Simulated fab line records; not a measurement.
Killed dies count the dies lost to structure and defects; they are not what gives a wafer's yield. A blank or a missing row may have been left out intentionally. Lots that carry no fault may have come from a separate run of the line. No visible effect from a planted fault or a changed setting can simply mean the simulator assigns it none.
Chamber matching ; flow sky130 ; SKY_LI_CONTACT_CMP_02 on cmp-01 has 4 sister chambers
The step polishes PSG. 8 wafers are shown with their chamber, then 8 later ones without.

## WAFERS, EACH WITH ITS CHAMBER
wafer;chamber;motor-current-A (A);time-to-endpoint-s (s)
L538.5;0;11.4;36.6
L539.2;1;11.0;35.3
L539.5;1;10.8;34.5
L541.4;3;12.6;41.2
L541.6;0;11.4;31.3
L542.5;2;9.7;35.0
L542.6;3;11.0;33.0
L551.4;2;10.0;32.7

## WAFERS MISSING THEIR CHAMBER
wafer;motor-current-A (A);time-to-endpoint-s (s)
L551.5;11.5;33.1
L551.6;10.5;30.6
L552.1;11.5;33.8
L552.5;11.8;33.2
L552.6;11.0;29.3
L553.2;12.2;32.4
L553.4;11.5;34.4
L553.5;11.1;35.8

## WHICH CHAMBER EACH ONE RAN IN
wafer;from the rows above;in truth
L551.5;can't be placed: 0 or 1 or 3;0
L551.6;can't be placed: 1 or 2 or 0 or 3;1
L552.1;can't be placed: 0 or 3 or 1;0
L552.5;can't be placed: 0 or 3 or 1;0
L552.6;can't be placed: 0 or 1 or 2 or 3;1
L553.2;can't be placed: 0 or 3 or 1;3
L553.4;can't be placed: 0 or 3 or 1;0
L553.5;can't be placed: 1 or 0 or 3 or 2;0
Placed correctly: 0 of 8. These rows do not allow placing 8 (true chamber among the candidates in 8). Wrongly placed: 0.
How it was worked out, from the rows above alone: a wafer's distance from a chamber is the root of the sum, over the readings, of the square of ((its reading less the chamber's mean) divided by the reading's scatter). If the next closest chamber is less than 2 further off than the closest, the wafer can't be placed; otherwise it belongs to the closest. The mean given for a chamber averages the wafers shown for that chamber. The scatter: take each reading less its chamber's mean, square it, sum over the shown wafers, divide by the number of wafers less the number of chambers, and take the root.
